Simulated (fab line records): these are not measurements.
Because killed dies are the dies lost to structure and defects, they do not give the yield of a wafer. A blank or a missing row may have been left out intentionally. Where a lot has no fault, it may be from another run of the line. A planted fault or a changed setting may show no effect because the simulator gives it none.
2 desks, one fault | flow gf180mcu | what lay behind the numbers comes last; until then each desk has only its own

== THE METROLOGY DESK ==
Lot by lot, what the gauges showed, no matter which tool ran the lot: averages of those sampled wafers that carry a number. Any lot whose mean is over 4 standard deviations away from the usual mean is out of limits and marked OUT; that distance is given in the brackets.
Columns: A = MVSD_TW at GF_MVSD_TW_MEAS_11, usual 1588; B = MVPSD_TW at GF_MVPSD_TW_MEAS_11, usual 555; C = MVPSD_RS at GF_VT_IMPLANT_RS_MEAS_49, usual 1173.5 ohm/sq; D = DUAL_GATE_OXIDATION_00_THK at GF_DUAL_GATE_THK_MEAS_03, usual 10.84 nm
lot  | first seen here | A    | B   | C      | D
L171 | day 5 04:25     | 1591 | 557 | 1173.8 | 10.81
L172 | day 5 16:01     | 1598 | 562 | 1171.8 | 10.66
L173 | day 5 20:50     | 1591 | 555 | 1169.7 | 11.15
L174 | day 5 23:31     | 1580 | 554 | 1174.1 | 11.08
L175 | day 6 04:47     | 1587 | 550 | 1174.6 | 10.45
L176 | day 6 11:23     | 1579 | 551 | 1173.6 | 10.86
L177 | day 6 18:05     | 1580 | 554 | 1176.5 | 10.85
L180 | day 7 05:16     | 1595 | 548 | 1174.7 | 19.19 (+44) OUT
L181 | day 7 17:02     | 1605 | 560 | 1173.8 | 11.02
L182 | day 7 20:58     | 1575 | 560 | 1173.9 | 10.93
L185 | day 8 13:05     | 1599 | 554 | 1178.6 | 18.96 (+43) OUT
L186 | day 8 20:35     | 1606 | 558 | 1170.3 | 10.79
L190 | day 9 17:46     | 1602 | 549 | 1171.1 | 11.19
Per this desk, out of limits: L180, L185; the first was L180, day 11 03:05 (DUAL_GATE_OXIDATION_00_THK at GF_DUAL_GATE_THK_MEAS_03). L171, L172, L173, L174, L175, L176, L177, L181, L182, L186, L190 stayed within limits.

== AT THE TOOL OWNER'S DESK: furnace-02 ==
The tool's own readings at GF_DUAL_GATE_OXIDATION_02 (stabilise 600 s, purge 300 s, target thk 10.887 nm): means of the sampled wafers that have a number, for each lot that ran on this tool. Any lot whose mean is over 4 standard deviations away from the usual mean is out of limits and marked OUT; that distance is given in the brackets. Readings shown: 7 out of 10 (the first out of limits, and those lying furthest out on some lot).
Columns: A = spike tc bottom C at GF_DUAL_GATE_OXIDATION_02, usual 916.1 C; B = spike tc centre C at GF_DUAL_GATE_OXIDATION_02, usual 900.2 C; C = spike tc lower C at GF_DUAL_GATE_OXIDATION_02, usual 900.6 C; D = spike tc top C at GF_DUAL_GATE_OXIDATION_02, usual 908.5 C; E = spike tc upper C at GF_DUAL_GATE_OXIDATION_02, usual 900.6 C; F = tube center temp C at GF_DUAL_GATE_OXIDATION_02, usual 899.99 C; G = tube_center_temp_C_max at GF_DUAL_GATE_OXIDATION_02, usual 902.3
lot  | first seen here | A               | B               | C               | D               | E               | F                        | G
L173 | day 9 07:26     | 917.9           | 900.3           | 901.7           | 910.1           | 900.8           | 900.00                   | 902.3
L174 | day 9 10:23     | 917.2           | 900.4           | 902.0           | 909.9           | 900.3           | 900.06                   | 901.9
L176 | day 10 00:31    | 917.1           | 900.0           | 901.1           | 910.5           | 901.4           | 900.00                   | 902.3
L177 | day 10 08:34    | 918.5           | 900.9           | 901.3           | 909.3           | 902.0           | 899.95                   | 902.0
L180 | day 11 01:38    | 971.1 (+31) OUT | 952.0 (+52) OUT | 953.5 (+48) OUT | 961.1 (+38) OUT | 953.2 (+40) OUT | 952.27 (+99 or more) OUT | 954.7 (+99 or more) OUT
L185 | day 12 09:57    | 969.8 (+30) OUT | 952.8 (+53) OUT | 953.2 (+48) OUT | 961.5 (+38) OUT | 954.2 (+41) OUT | 952.16 (+99 or more) OUT | 954.1 (+99 or more) OUT
This desk finds L180, L185 out of limits, L180 being first, at day 11 01:38 (spike tc bottom C at GF_DUAL_GATE_OXIDATION_02). L173, L174, L176, L177 stayed within limits.

== PUT TOGETHER ==
At day 11 01:38, on L180, L185, the tool owner's desk was in a position to raise an alarm.
On L180, L185, the metrology desk was in a position to raise an alarm at day 11 03:05.
On furnace-02, each named lot ran GF_DUAL_GATE_OXIDATION_02.

== WHAT HAD BEEN PUT IN BY THE SIMULATOR ==
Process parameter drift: furnace-02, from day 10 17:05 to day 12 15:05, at GF_DUAL_GATE_OXIDATION_02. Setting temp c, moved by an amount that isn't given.
Struck lots among those shown: L180, L185.
Hours from the fault's start to each desk's first reading out of limits: the tool owner's desk, 9; the metrology desk, 10.
